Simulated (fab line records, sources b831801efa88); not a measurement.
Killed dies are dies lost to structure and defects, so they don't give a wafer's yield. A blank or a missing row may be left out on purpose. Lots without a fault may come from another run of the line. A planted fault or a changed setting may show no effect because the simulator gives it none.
One fault seen from 2 desks | flow gf180mcu | each desk has only its own numbers; what lay behind them comes last

THE METROLOGY DESK
What the gauges read, lot by lot, whatever tool the lot ran on: means of the sampled wafers that have a number. A lot is out of limits, marked OUT, if its mean lies more than 4 standard deviations from the usual mean; the brackets give that distance.
Columns: A = NWELL_TW at GF_NWELL_TW_MEAS_11, usual 1566; B = LVPWELL_OVL at GF_LVPWELL_OVL_MEAS_07, usual 0.4 nm; C = VT_IMPLANT_2_TW at GF_VT_IMPLANT_TW_MEAS_21, usual 1206
lot  | first seen here | A    | B    | C
L156 | day 3 07:09     | 1575 | 1.9  | 1198
L159 | day 3 23:23     | 1556 | -2.1 | 1200
L160 | day 4 05:43     | 1563 | -1.0 | 1205
L161 | day 4 14:06     | 1571 | 1.6  | 1197
L162 | day 4 17:16     | 1557 | 1.1  | 1202
L163 | day 4 23:07     | 1569 | -1.7 | 1216
L164 | day 5 05:23     | 1565 | 2.2  | 1212
L165 | day 5 11:07     | 1576 | -1.2 | 1207
L167 | day 5 20:02     | 1562 | 1.5  | 1201
L168 | day 6 04:56     | 1559 | -1.7 | 1200
L172 | day 7 00:50     | 1548 | 1.6  | 1202
L177 | day 8 02:56     | 1572 | 0.3  | 1209
L178 | day 8 06:50     | 1571 | 1.3  | 1210
L179 | day 8 12:34     | 1568 | -0.0 | 1209
This desk's finding: nothing out of limits on any of the 14 lots.

THE TOOL OWNER'S DESK: litho_track-03
The tool's own readings at GF_VT_IMPLANT_SOFTBAKE_14 (time 60 s): means of the sampled wafers that have a number, for each lot that ran on this tool. A lot is out of limits, marked OUT, if its mean lies more than 4 standard deviations from the usual mean; the brackets give that distance.
Columns: A = heater_power_total_W at GF_VT_IMPLANT_SOFTBAKE_14, usual 56.60 W; B = run_length_s at GF_VT_IMPLANT_SOFTBAKE_14, usual 88.96 s
lot  | first seen here | A               | B
L159 | day 6 16:48     | 56.59           | 89.05
L162 | day 7 12:35     | 56.58           | 89.07
L165 | day 8 07:47     | 56.56           | 88.97
L177 | day 11 11:14    | 57.32 (+15) OUT | 87.01 (-12) OUT
L178 | day 11 15:02    | 57.36 (+16) OUT | 86.93 (-13) OUT
This desk's finding: out of limits on L177, L178; first on L177, day 11 11:14 (heater_power_total_W at GF_VT_IMPLANT_SOFTBAKE_14). In limits: L159, L162, L165.

PUT TOGETHER
The tool owner's desk could have raised an alarm at day 11 11:14, on L177, L178.
The metrology desk saw nothing out of limits.
The metrology desk has L177, L178 on record, within its limits.
Of the lots named, all ran GF_VT_IMPLANT_SOFTBAKE_14 on litho_track-03.

WHAT THE SIMULATOR HAD PUT IN
Process parameter drift: litho_track-03, from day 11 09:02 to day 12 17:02, at GF_VT_IMPLANT_SOFTBAKE_14. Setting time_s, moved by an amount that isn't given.
Lots struck among those shown: L177, L178.
Hours from the fault's start to each desk's first reading out of limits: the tool owner's desk, 2.
